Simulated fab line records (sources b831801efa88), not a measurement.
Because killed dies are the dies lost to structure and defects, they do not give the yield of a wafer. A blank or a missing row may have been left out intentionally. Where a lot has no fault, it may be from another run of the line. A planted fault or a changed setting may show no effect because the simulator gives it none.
Which tool did it? + flow sky130 + 12 lots with 35 wafers sampled at 4 steps, on a route of 708 steps

## WHAT EACH GAUGE READ, for each wafer
SKY_METAL5_RS_MEAS_05: measures by four-point-probe.
| lot  | measured     | on           | METAL5_ALCU_RS (ohm/sq) |
|------|--------------|--------------|-------------------------|
| L602 | day 42 15:27 | filmMetro-02 | 0.0272 0.0267 0.0266    |
| L603 | day 43 05:58 | filmMetro-02 | 0.0274 0.0272 0.0270    |
| L605 | day 43 15:56 | filmMetro-02 | 0.0268 0.0274 0.0276    |
| L607 | day 44 08:08 | filmMetro-03 | 0.0269 0.0269 0.0271    |
| L608 | day 44 18:34 | filmMetro-03 | 0.0273 0.0275 0.0274    |
| L609 | day 45 12:08 | filmMetro-01 | 0.0271 0.0270 0.0271    |
| L610 | day 46 00:40 | filmMetro-03 | 0.0275 0.0271 0.0275    |
| L617 | day 47 04:30 | filmMetro-01 | 0.0274 0.0272           |
| L619 | day 47 09:40 | filmMetro-03 | 0.0267 0.0270 0.0265    |
| L621 | day 48 08:19 | filmMetro-01 | 0.0270 0.0267 0.0266    |
| L622 | day 48 08:37 | filmMetro-02 | 0.0271 0.0266 0.0264    |
| L624 | day 48 14:19 | filmMetro-02 | 0.0270 0.0268 0.0272    |

SKY_PASSIVATION_THK_MEAS_01.
| lot  | measured     | on           | PASSIVATION_CVD_00_THK (nm) |
|------|--------------|--------------|-----------------------------|
| L602 | day 43 16:13 | filmMetro-03 | 90.0 89.5 91.8              |
| L603 | day 44 05:14 | filmMetro-04 | 87.7 89.4 90.0              |
| L605 | day 44 14:39 | filmMetro-02 | 92.3 89.8 92.1              |
| L607 | day 45 05:25 | filmMetro-02 | 88.9 89.7 89.9              |
| L608 | day 45 16:01 | filmMetro-04 | 90.7 91.5 91.7              |
| L609 | day 46 08:53 | filmMetro-04 | 87.6 90.7 90.8              |
| L610 | day 46 21:48 | filmMetro-03 | 90.4 89.2 89.9              |
| L617 | day 48 01:17 | filmMetro-02 | 88.4 88.6                   |
| L619 | day 48 06:05 | filmMetro-02 | 89.3 90.1 90.5              |
| L621 | day 49 04:14 | filmMetro-03 | 90.7 89.7 90.6              |
| L622 | day 49 04:50 | filmMetro-03 | 90.8 89.1 90.4              |
| L624 | day 49 09:37 | filmMetro-03 | 89.0 88.0 89.8              |

SKY_PASSIVATION_THK_MEAS_03.
| lot  | measured     | on           | PASSIVATION_CVD_02_THK (nm) |
|------|--------------|--------------|-----------------------------|
| L602 | day 43 16:29 | filmMetro-02 | 539 546 548                 |
| L603 | day 44 05:32 | filmMetro-03 | 539 538 536                 |
| L605 | day 44 14:56 | filmMetro-02 | 534 528 545                 |
| L607 | day 45 05:41 | filmMetro-02 | 546 529 534                 |
| L608 | day 45 16:18 | filmMetro-03 | 536 550 543                 |
| L609 | day 46 09:11 | filmMetro-04 | 534 534 546                 |
| L610 | day 46 22:05 | filmMetro-02 | 552 545 544                 |
| L617 | day 48 01:34 | filmMetro-03 | 546 601                     |
| L619 | day 48 06:22 | filmMetro-04 | 604 550 554                 |
| L621 | day 49 04:31 | filmMetro-02 | 531 537 540                 |
| L622 | day 49 05:07 | filmMetro-02 | 522 530 549                 |
| L624 | day 49 09:53 | filmMetro-02 | 527 533 542                 |

## EACH LOT AND THE TOOL THAT RAN IT (in order: tool; ch and the chambers of the sampled wafers; start)
| lot  | SKY_PASSIVATION_CVD_02          |
|------|---------------------------------|
| L602 | pecvd-01 ch 1,2, day 43 16:16   |
| L603 | pecvd-02 ch 0,2, day 44 05:17   |
| L605 | pecvd-04 ch 1,2, day 44 14:43   |
| L607 | pecvd-01 ch 0,2, day 45 05:28   |
| L608 | pecvd-02 ch 0,1,2, day 45 16:04 |
| L609 | pecvd-02 ch 0,2, day 46 08:56   |
| L610 | pecvd-02 ch 0,1,2, day 46 21:56 |
| L617 | pecvd-02 ch 1,2, day 48 01:20   |
| L619 | pecvd-02 ch 0,2, day 48 06:08   |
| L621 | pecvd-04 ch 0,1,2, day 49 04:17 |
| L622 | pecvd-01 ch 0,1,2, day 49 04:54 |
| L624 | pecvd-01 ch 0,1,2, day 49 09:40 |
- SKY_PASSIVATION_CVD_02: deposits Si3N4, target thk 540 nm.

## WHAT THE TOOLS THEMSELVES READ (means of the sampled wafers that have a number; where no wafer has one, the mark that the record gives instead)
SKY_PASSIVATION_CVD_02.
| lot  | tool     | heaterPowerW (W) | susceptorTempC (C) |
|------|----------|------------------|--------------------|
| L602 | pecvd-01 | 732              | 400.01             |
| L603 | pecvd-02 | 795              | 400.09             |
| L605 | pecvd-04 | 796              | 399.98             |
| L607 | pecvd-01 | 820              | 399.87             |
| L608 | pecvd-02 | 831              | 400.05             |
| L609 | pecvd-02 | 773              | 399.72             |
| L610 | pecvd-02 | 774              | 400.15             |
| L617 | pecvd-02 | 762              | 399.86             |
| L619 | pecvd-02 | 841              | 400.10             |
| L621 | pecvd-04 | 741              | 400.22             |
| L622 | pecvd-01 | 774              | 400.03             |
| L624 | pecvd-01 | 739              | 399.92             |

## THE ANSWER, worked out from the rows above alone
Rule: the usual values come from the lots themselves. Put in order of their means at a reading, lots are off if they are a third of the lots or fewer, leave a main group of 4 or more, and stand apart from it by a gap of 3 or more times the standard deviation of the main group's means; of several such gaps the widest counts. Not used: any main group whose means are identical at the precision the tables above print for the reading. A lot without any number at a reading at which 4 lots or more have one is off too. All remaining lots with rows at the step are treated as sound. First the gauges in route order, then the tools' own readings, where a lot's mean is used as printed above. The first step at which some lot is off is used, and at that step the reading that is off furthest; a lot without a number counts as furthest.
Off: L617, L619, seen at SKY_PASSIVATION_THK_MEAS_03 (PASSIVATION_CVD_02_THK). The main group has a mean of 539 nm with a standard deviation of 4.4.
A tool fits if, at a process step before that reading, it ran every lot that is off, and no sound lot after the first of them. The gauges at SKY_PASSIVATION_THK_MEAS_03 are tried like those tools. One candidate fits, namely pecvd-02 at SKY_PASSIVATION_CVD_02. Its last sound lot is L610 (day 46 21:56), its first lot that is off L617 (day 48 01:20): a fault that began between those two fits.

## WHAT HAD BEEN PUT IN BY THE SIMULATOR
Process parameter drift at SKY_PASSIVATION_CVD_02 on pecvd-02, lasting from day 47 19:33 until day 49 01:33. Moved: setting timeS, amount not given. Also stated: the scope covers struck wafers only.
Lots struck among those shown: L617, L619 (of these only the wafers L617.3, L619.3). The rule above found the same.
